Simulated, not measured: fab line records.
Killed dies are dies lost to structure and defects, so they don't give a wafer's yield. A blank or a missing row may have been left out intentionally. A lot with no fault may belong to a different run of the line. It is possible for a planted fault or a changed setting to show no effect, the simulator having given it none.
fab line records ; flow sky130
record: lots: 13; wafers: 39; last_day: 50
route steps=708 shown LDD_LDN@297 VIA1@461 CAPM@538
lots that met no fault: taken from a fault-free run of the same line
start_h: start of the lot's first displayed wafer, in hours after the record's first day ; wait_h: how many hours have passed since the lot's step before this one ; " the same as in the row above ; L1.1+2: several wafers, shown together as one row ; - no value, or no start given ; * or withheld: withheld ; < > ~ a bound
route shown NAME@n: NAME is a module with steps in the file, n the number in the route of the first one ; usual: mean/standard deviation taken from wafers without a fault ; same: alike in all rows ; chamber/n: place in a boat ; sites: per-site readings ; _std_site: how widely they spread, as a standard deviation ; _edge_site: mean of outer sites minus mean of inner sites ; radius_mm: for every site, how far away it sits from the centre of the wafer ; mask NAME#n: copy n ; behind: the most recent tool/chamber to have shaped the wafer ; hold: why the lot was held/for how many hours/how that ended ; device: transistor that didn't switch, given as n, p or np ; end of line: at the end of the route, the tests of the same wafers ; a step with no rows: only its recipe ; killed: at the first sort, the dies lost to defects and structure; wafer yield is something else ; map: a wafer's dies, marking killed ones x, the rest . and places with no die _
set.NAME: the setting as run; set.NAME@STEP: as run at that earlier step ; model.NAME: the simulator's own value behind a step, which no gauge read
the route's steps for a sample of lots (tables are steps, rows are wafers)
services: the hour from which a tool's chamber was out of use, counted from the record's first day as start_h (under 0 if before that day), plus the number of hours and why
== steps ==
step: SKY_LDD_LDN_IMPLANT_08
recipe: species: As; energy_kev: 15; dose_cm2: 1.25e+13; tilt_deg: withheld; rotation_deg: 23
usual: dose_ions_cm2: 1.2497e+13/1.4e+10; faraday_current_uA: 70.3/1.5
lot.wafer;tool;chamber;start_h;wait_h;dose_ions_cm2;faraday_current_uA
L815.1;implanter-02;0;525.67;0.0;1.2493e+13;70.2
L815.3;implanter-02;0;525.67;0.0;1.2516e+13;70.6
L815.6;implanter-02;0;525.67;0.0;1.251e+13;71.8
L817.1;implanter-01;0;543.83;0.0;1.2498e+13;71.5
L817.2;implanter-01;0;543.83;0.0;1.2481e+13;71.7
L817.4;implanter-01;0;543.83;0.0;1.2487e+13;66.1
L818.1;implanter-01;0;559.42;0.0;1.2496e+13;69.8
L818.4;implanter-01;0;559.42;0.0;1.2499e+13;68.8
L818.6;implanter-01;0;559.42;0.0;1.2493e+13;68.2
L821.1;implanter-03;0;583.11;0.0;1.2481e+13;68.7
L821.2;implanter-03;0;583.11;0.0;1.2494e+13;69.1
L821.6;implanter-03;0;583.11;0.0;1.2521e+13;72.0
L823.3;implanter-02;0;593.33;0.1;1.2508e+13;70.8
L823.5;implanter-02;0;593.33;0.1;1.2503e+13;71.2
L823.6;implanter-02;0;593.33;0.1;1.2481e+13;73.7
L824.1;implanter-02;0;603.23;0.0;1.2474e+13;69.9
L824.2;implanter-02;0;603.23;0.0;1.2497e+13;70.4
L824.5;implanter-02;0;603.23;0.0;1.2464e+13;69.0
L825.2;implanter-01;0;619.60;0.0;1.2517e+13;69.5
L825.4;implanter-01;0;619.60;0.0;1.2521e+13;69.6
L825.6;implanter-01;0;619.60;0.0;1.2542e+13;69.8
L826.2;implanter-01;0;622.10;0.0;1.2473e+13;70.7
L826.3;implanter-01;0;622.10;0.0;1.2486e+13;71.6
L826.5;implanter-01;0;622.10;0.0;1.2495e+13;69.2
L827.1;implanter-02;0;631.32;0.0;1.2487e+13;67.3
L827.3;implanter-02;0;631.32;0.0;1.2502e+13;69.3
L827.4;implanter-02;0;631.32;0.0;1.2498e+13;71.2
L835.1;implanter-02;0;706.19;0.0;1.0667e+13;62.1
L835.4;implanter-02;0;706.19;0.0;1.0705e+13;60.0
L835.5;implanter-02;0;706.19;0.0;1.0693e+13;59.1
L838.1;implanter-03;0;718.94;0.0;1.2496e+13;69.4
L838.4;implanter-03;0;718.94;0.0;1.249e+13;69.8
L838.5;implanter-03;0;718.94;0.0;1.2486e+13;70.8
L836.2;implanter-02;0;719.26;0.0;1.0702e+13;58.7
L836.4;implanter-02;0;719.26;0.0;1.0705e+13;59.2
L836.5;implanter-02;0;719.26;0.0;1.0688e+13;60.6
L837.1;implanter-01;0;722.31;0.0;1.2492e+13;69.4
L837.2;implanter-01;0;722.31;0.0;1.2507e+13;69.2
L837.3;implanter-01;0;722.31;0.0;1.2505e+13;69.9
step: SKY_VIA1_BOW_MEAS_03
recipe: mode: bow
usual: VIA1_BOW: 82/7.4
lot.wafer;tool;chamber;start_h;wait_h;VIA1_BOW[um]
L815.1;film_metro-02;-;770.21;0.1;82
L815.3;film_metro-02;-;770.21;0.1;83
L815.6;film_metro-02;-;770.21;0.1;81
L817.1;film_metro-04;-;785.47;0.1;78
L817.2;film_metro-04;-;785.47;0.1;81
L817.4;film_metro-04;-;785.47;0.1;73
L818.1;film_metro-04;-;797.54;0.2;78
L818.4;film_metro-04;-;797.54;0.2;89
L818.6;film_metro-04;-;797.54;0.2;86
L821.1;film_metro-04;-;816.44;0.2;80
L821.2;film_metro-04;-;816.44;0.2;87
L821.6;film_metro-04;-;816.44;0.2;70
L823.3;film_metro-02;-;826.52;0.2;87
L823.5;film_metro-02;-;826.52;0.2;85
L823.6;film_metro-02;-;826.52;0.2;76
L824.1;film_metro-03;-;834.48;0.1;93
L824.2;film_metro-03;-;834.48;0.1;81
L824.5;film_metro-03;-;834.48;0.1;90
L825.2;film_metro-02;-;853.06;0.2;71
L825.4;film_metro-02;-;853.06;0.2;64
L825.6;film_metro-02;-;853.06;0.2;76
L826.2;film_metro-03;-;853.41;0.3;76
L826.3;film_metro-03;-;853.41;0.3;71
L826.5;film_metro-03;-;853.41;0.3;80
L827.1;film_metro-03;-;862.37;0.1;84
L827.3;film_metro-03;-;862.37;0.1;76
L827.4;film_metro-03;-;862.37;0.1;88
L835.1;film_metro-03;-;929.68;0.1;73
L835.4;film_metro-03;-;929.68;0.1;80
L835.5;film_metro-03;-;929.68;0.1;81
L838.1;film_metro-04;-;940.29;0.2;85
L838.4;film_metro-04;-;940.29;0.2;76
L838.5;film_metro-04;-;940.29;0.2;76
L836.2;film_metro-04;-;940.81;0.1;100
L836.4;film_metro-04;-;940.81;0.1;86
L836.5;film_metro-04;-;940.81;0.1;79
L837.1;film_metro-03;-;943.16;0.2;92
L837.2;film_metro-03;-;943.16;0.2;74
L837.3;film_metro-03;-;943.16;0.2;69
step: SKY_CAPM_THK_MEAS_01
recipe: reads: SiO2_of_CAPM_CVD_00
usual: CAPM_CVD_00_THK: 15.43/0.24
lot.wafer;tool;chamber;start_h;wait_h;CAPM_CVD_00_THK[nm]
L815.1;film_metro-01;-;855.39;-;15.14
L815.3;film_metro-01;-;855.39;-;15.02
L815.6;film_metro-01;-;855.39;-;15.46
L817.1;film_metro-01;-;868.67;-;15.51
L817.2;film_metro-01;-;868.67;-;15.48
L817.4;film_metro-01;-;868.67;-;15.45
L818.1;film_metro-03;-;882.36;-;15.39
L818.4;film_metro-03;-;882.36;-;15.74
L818.6;film_metro-03;-;882.36;-;15.49
L821.1;film_metro-04;-;898.76;-;14.96
L821.2;film_metro-04;-;898.76;-;15.02
L821.6;film_metro-04;-;898.76;-;15.27
L823.3;film_metro-03;-;911.13;-;15.46
L823.5;film_metro-03;-;911.13;-;15.37
L823.6;film_metro-03;-;911.13;-;15.56
L824.1;film_metro-01;-;917.40;-;15.23
L824.2;film_metro-01;-;917.40;-;15.23
L824.5;film_metro-01;-;917.40;-;15.61
L825.2;film_metro-01;-;934.89;-;15.25
L825.4;film_metro-01;-;934.89;-;15.32
L825.6;film_metro-01;-;934.89;-;15.45
L826.2;film_metro-04;-;936.44;-;15.63
L826.3;film_metro-04;-;936.44;-;15.44
L826.5;film_metro-04;-;936.44;-;15.86
L827.1;film_metro-04;-;944.97;-;15.24
L827.3;film_metro-04;-;944.97;-;15.53
L827.4;film_metro-04;-;944.97;-;15.47
L835.1;film_metro-03;-;1006.79;-;15.42
L835.4;film_metro-03;-;1006.79;-;15.51
L835.5;film_metro-03;-;1006.79;-;15.26
L838.1;film_metro-01;-;1019.15;-;15.47
L838.4;film_metro-01;-;1019.15;-;15.71
L838.5;film_metro-01;-;1019.15;-;15.60
L836.2;film_metro-03;-;1019.76;-;15.31
L836.4;film_metro-03;-;1019.76;-;15.38
L836.5;film_metro-03;-;1019.76;-;15.54
L837.1;film_metro-04;-;1022.09;-;15.16
L837.2;film_metro-04;-;1022.09;-;14.80
L837.3;film_metro-04;-;1022.09;-;15.14
step: SKY_CAPM_METAL_ETCH_13
recipe: target_depth_nm: 220; stop_on: SiO2; chemistry: Cl2/BCl3; target: TiN; pressure_mtorr: 10; icp_w: 900; bias_w: 48.5; Cl2_flow_sccm: 60; bcl3_flow_sccm: 30; time_s: 62.9
usual: drypump_motor_current_A: 5.5/0.49; mfc_cl2_sccm: 60.01/0.17; oes_product_au: 0.942/0.0084; throttle_valve_pct: 21.901/0.0099
lot.wafer;tool;chamber;start_h;wait_h;drypump_motor_current_A;mfc_cl2_sccm;oes_product_au;rf_hours_counter_h;throttle_valve_pct
L815.1;rie_metal-02;1;881.27;0.0;4.9;59.79;0.946;5;21.886
L815.3;rie_metal-02;0;881.27;0.0;5.2;60.21;0.950;-;21.894
L815.6;rie_metal-02;0;881.27;0.0;5.2;60.10;0.951;-;21.915
L817.1;rie_metal-01;0;894.87;0.0;6.3;60.21;0.930;21;21.906
L817.2;rie_metal-01;1;894.87;0.0;5.2;59.61;0.926;18;21.912
L817.4;rie_metal-01;0;894.87;0.0;6.2;60.03;0.927;-;21.897
L818.1;rie_metal-02;0;908.67;0.0;5.1;60.13;0.948;5;21.903
L818.4;rie_metal-02;0;908.67;0.0;5.2;59.62;0.948;-;21.883
L818.6;rie_metal-02;1;908.67;0.0;4.9;59.82;0.958;-;21.901
L821.1;rie_metal-02;0;923.82;0.0;5.1;60.06;0.943;5;21.910
L821.2;rie_metal-02;1;923.82;0.0;4.9;59.83;0.944;7;21.900
L821.6;rie_metal-02;1;923.82;0.0;4.9;59.67;0.951;-;21.896
L823.3;rie_metal-02;0;936.09;0.0;5.1;60.22;0.951;-;21.899
L823.5;rie_metal-02;1;936.09;0.0;4.9;59.84;0.936;-;21.911
L823.6;rie_metal-02;0;936.09;0.0;5.1;60.15;0.930;-;21.913
L824.1;rie_metal-01;0;942.81;0.0;6.3;60.17;0.950;2;21.898
L824.2;rie_metal-01;0;942.81;0.0;6.3;60.12;0.943;-;21.902
L824.5;rie_metal-01;0;942.81;0.0;6.3;60.03;0.940;-;21.886
L825.2;rie_metal-01;1;958.39;0.0;5.2;60.07;0.959;0;21.892
L825.4;rie_metal-01;1;958.39;0.0;5.2;60.11;0.947;-;21.906
L825.6;rie_metal-01;0;958.39;0.0;6.2;59.80;0.951;-;21.886
L826.2;rie_metal-03;0;960.57;0.0;5.4;59.93;0.929;9;21.885
L826.3;rie_metal-03;1;960.57;0.0;6.1;59.85;0.937;-;21.893
L826.5;rie_metal-03;1;960.57;0.0;6.1;59.99;0.939;-;21.891
L827.1;rie_metal-01;1;969.02;0.0;5.2;60.26;0.929;1;21.905
L827.3;rie_metal-01;1;969.02;0.0;5.2;60.15;0.939;-;21.914
L827.4;rie_metal-01;0;969.02;0.0;6.2;59.91;0.948;-;21.924
L835.1;rie_metal-01;1;1028.14;0.0;5.2;60.15;0.927;4;21.918
L835.4;rie_metal-01;1;1028.14;0.0;5.2;60.21;0.936;-;21.920
L835.5;rie_metal-01;0;1028.14;0.0;6.3;60.26;0.928;-;21.911
L838.1;rie_metal-01;1;1040.24;0.0;5.2;59.96;0.954;5;21.897
L838.4;rie_metal-01;1;1040.24;0.0;5.2;60.14;0.949;-;21.910
L838.5;rie_metal-01;0;1040.24;0.0;6.3;59.83;0.953;-;21.892
L836.2;rie_metal-03;1;1041.76;0.0;6.1;60.38;0.944;15;21.908
L836.4;rie_metal-03;1;1041.76;0.0;6.1;60.23;0.950;-;21.910
L836.5;rie_metal-03;0;1041.76;0.0;5.4;60.24;0.953;-;21.890
L837.1;rie_metal-03;0;1044.89;0.0;5.4;60.10;0.941;14;21.900
L837.2;rie_metal-03;1;1044.89;0.0;6.1;60.07;0.936;16;21.896
L837.3;rie_metal-03;1;1044.89;0.0;6.1;60.17;0.928;-;21.902
== services ==
tool;chamber;start_h;hours;kind
implanter-01;-;510.04;3.1;repair
implanter-01;-;520.56;3.1;pm
implanter-01;-;523.61;4.5;pm
implanter-01;-;530.43;1.4;repair
implanter-02;-;599.76;2.3;repair
rie_metal-01;0;690.18;10.4;repair
implanter-02;-;702.42;0.8;repair
implanter-02;-;724.22;4.8;repair
implanter-02;-;743.79;5.7;pm
implanter-02;-;750.74;1.5;repair
rie_metal-01;1;769.55;39.6;repair
implanter-01;-;818.16;1.2;repair
implanter-02;-;830.85;3.7;pm
implanter-01;-;859.62;3.7;repair
implanter-01;-;862.49;2.7;repair
implanter-02;-;887.89;6.7;pm
rie_metal-01;-;888.85;2.8;pm
implanter-02;-;894.77;3.9;repair
implanter-02;-;929.82;4.1;repair
implanter-01;-;967.57;0.9;repair
rie_metal-01;1;985.62;5.7;repair
implanter-01;-;989.64;7.5;repair
implanter-01;-;1009.56;3.0;pm
implanter-01;-;1031.61;8.7;repair
== key ==
first_sign: step: SKY_LDD_LDN_IMPLANT_08; reading: dose_ions_cm2; direction: down; sigmas: 99+; usual: *; struck: *
effect: step: SKY_LDD_LDN_IMPLANT_08; reading: faraday_current_uA; direction: down; sigmas: 7; usual: 70.3; struck: 59.9
met_at SKY_LDD_LDN_IMPLANT_08
struck_lots L835,L836
tester_left_out L835,L836
not_acting_at SKY_VIA1_BOW_MEAS_03,SKY_CAPM_THK_MEAS_01,SKY_CAPM_METAL_ETCH_13
onset_between 631.32 706.19
fault: kind: process_parameter_drift; tool: implanter-02; chamber: -; onset_h: 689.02; steps: SKY_LDD_LDN_IMPLANT_08; channel: dose_cm2; offset: *; shape: step; end_h: 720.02; acts_in: *; stated: *
tester_left_out: of these lots the tester's yield and bins aren't shown, on N5 and GAA mostly nor the transistor test; their killed dies are dies lost to structure and defects alone, not to doping, threshold or leakage, so they don't give the yield
